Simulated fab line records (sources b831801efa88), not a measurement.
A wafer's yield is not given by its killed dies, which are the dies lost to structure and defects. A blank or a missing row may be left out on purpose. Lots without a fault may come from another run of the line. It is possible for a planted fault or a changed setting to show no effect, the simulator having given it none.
A struck lot beside a sound one :: flow sky130 :: 43 steps out of a route of 708
Sound: wafers L106.1, L106.4, L106.6. Wafers struck: L115.1, L115.2, L115.5. The cause comes at the end.
For every step that has rows: the tool of each side, followed by ch and its chambers, followed by its first start. Under that, the readings that differ: sound wafers :: struck wafers :: difference of the means :: sigmas: that difference in standard deviations of wafers without a fault.
alike: words and numbers the same on both sides, and readings whose means are apart by under 2 such deviations; not compared: readings that were withheld, readings missing a value for some wafer, numbers with overlapping values and no deviation given by the record, and bounds like >300 which may hide the same value.
The two part at a step that has a row with sigmas, a row that says differs or no value, or rows on one side only. Non-overlapping numbers with no deviation appear without sigmas and do not part them. Lack of a reading on every wafer of one side parts them only where that side has two or more wafers.

SKY_LDD_P_OVL_MEAS_08:
  sound on overlay-02, day 20 05:19; struck on overlay-02, day 23 02:37
  alike: LDD_P_OVL
after that, 1 step had no rows for these wafers: SKY_LDD_P_IMPLANT_09.
SKY_LDD_P_STRIP_10: strips in O2/N2.
  sound on plasma asher-02 ch 1, day 20 05:31; struck on plasma asher-01 ch 0,1, day 23 02:49
  alike: drypump motor current A, oes product au, strip time to endpoint s
  not compared: rf hours counter h
SKY_LDD_P_TW_MEAS_11:
  sound on film metro-02, day 20 05:37; struck on film metro-04, day 23 02:55
  alike: LDD_P_TW
then, 7 steps without rows for these wafers: SKY_LDD_HVN_DEHYDRATE_00 (time 60 s); SKY_LDD_HVN_HMDS_01 (prime time 60 s); SKY_LDD_HVN_COAT_02 (resist thk 300 nm); SKY_LDD_HVN_SOFTBAKE_03 (time 60 s); SKY_LDD_HVN_EXPOSE_04 (exposes mask HVNTM, target cd 700 nm); SKY_LDD_HVN_PEB_05; SKY_LDD_HVN_DEVELOP_06 (develop time 60 s).
SKY_LDD_HVN_OVL_MEAS_07:
  sound on overlay-01, day 21 12:41; struck on overlay-01, day 24 08:48
  alike: LDD_HVN_OVL
SKY_LDD_HVN_IMPLANT_08:
  sound on implanter-03 ch 0, day 21 12:44; struck on implanter-03 ch 0, day 24 08:50
SKY_LDD_HVN_STRIP_09: strips in O2/N2.
  sound on plasma asher-03 ch 0,1, day 21 12:53; struck on plasma asher-04 ch 0,1, day 24 08:59
  alike: drypump motor current A, oes product au, strip time to endpoint s
  not compared: rf hours counter h
SKY_LDD_HVN_TW_MEAS_10:
  sound on film metro-01, day 21 12:59; struck on film metro-03, day 24 09:05
  alike: LDD_HVN_TW
then, 7 steps without rows for these wafers: SKY_LDD_HVP_DEHYDRATE_00 (time 60 s); SKY_LDD_HVP_HMDS_01 (prime time 60 s); SKY_LDD_HVP_COAT_02 (resist thk 300 nm); SKY_LDD_HVP_SOFTBAKE_03 (time 60 s); SKY_LDD_HVP_EXPOSE_04 (exposes mask HVPTM, target cd 700 nm); SKY_LDD_HVP_PEB_05; SKY_LDD_HVP_DEVELOP_06 (develop time 60 s).
SKY_LDD_HVP_OVL_MEAS_07:
  sound on overlay-01, day 22 19:11; struck on overlay-02, day 25 14:19
  alike: LDD_HVP_OVL
after that, 1 step had no rows for these wafers: SKY_LDD_HVP_IMPLANT_08.
SKY_LDD_HVP_STRIP_09: strips in O2/N2.
  sound on plasma asher-01 ch 0,1, day 22 19:22; struck on plasma asher-02 ch 0,1, day 25 14:30
  alike: drypump motor current A, oes product au, strip time to endpoint s
  not compared: rf hours counter h
SKY_LDD_HVP_TW_MEAS_10:
  sound on film metro-01, day 22 19:28; struck on film metro-04, day 25 14:36
  alike: LDD_HVP_TW
then, 7 steps without rows for these wafers: SKY_LDD_LDN_DEHYDRATE_00 (time 60 s); SKY_LDD_LDN_HMDS_01 (prime time 60 s); SKY_LDD_LDN_COAT_02 (resist thk 1140 nm); SKY_LDD_LDN_SOFTBAKE_03 (time 60 s); SKY_LDD_LDN_EXPOSE_04 (exposes mask LDNTM, target cd 700 nm); SKY_LDD_LDN_PEB_05; SKY_LDD_LDN_DEVELOP_06 (develop time 60 s).
SKY_LDD_LDN_OVL_MEAS_07:
  sound on overlay-02, day 24 01:05; struck on overlay-01, day 26 19:25
  alike: LDD_LDN_OVL
then, 4 steps without rows for these wafers: SKY_LDD_LDN_IMPLANT_08; SKY_LDD_LDN_IMPLANT_09; SKY_LDD_LDN_IMPLANT_10; SKY_LDD_LDN_IMPLANT_11.
SKY_LDD_LDN_STRIP_12: strips in O2/N2.
  sound on plasma asher-03 ch 0,1, day 24 01:43; struck on plasma asher-01 ch 0,1, day 26 20:03
  alike: drypump motor current A, oes product au, strip time to endpoint s
  not compared: rf hours counter h
SKY_LDD_LDN_TW_MEAS_13:
  sound on film metro-01, day 24 01:49; struck on film metro-03, day 26 20:09
  alike: LDD_LDN_TW
then, 2 steps without rows for these wafers: SKY_LDD_LDN_CLEAN_14 (cleans in SC1/SC2, time 150 s); SKY_SPACER_CVD_00 (deposits Si3N4 from DCS/NH3, target thk 43.1 nm, time 740 s).
-- the record jumps here: 22 days lie between the struck wafers' starts before and after (it left off in module SPACER and takes up again in module PAD_OPEN, whose first step shown is number 708 of the route) --
SKY_PAD_OPEN_PROBE_99:
  sound on prober-01, day 46 18:26; struck on prober-02, day 48 13:28
reading: model.etest.tip_n_5v.rs ohm sq
sound: 1358 1368 1353
struck: 1567 1747 1558
difference: +264
sigmas: 
  alike: killed_at_M0_to_M3, killed_at_M4_up, killed at contacts, killed at front end, killed at other, killed dies, killed open, killed short

== WHERE THEY PART ==
Nowhere in this record.

WHY: what the simulator had put in
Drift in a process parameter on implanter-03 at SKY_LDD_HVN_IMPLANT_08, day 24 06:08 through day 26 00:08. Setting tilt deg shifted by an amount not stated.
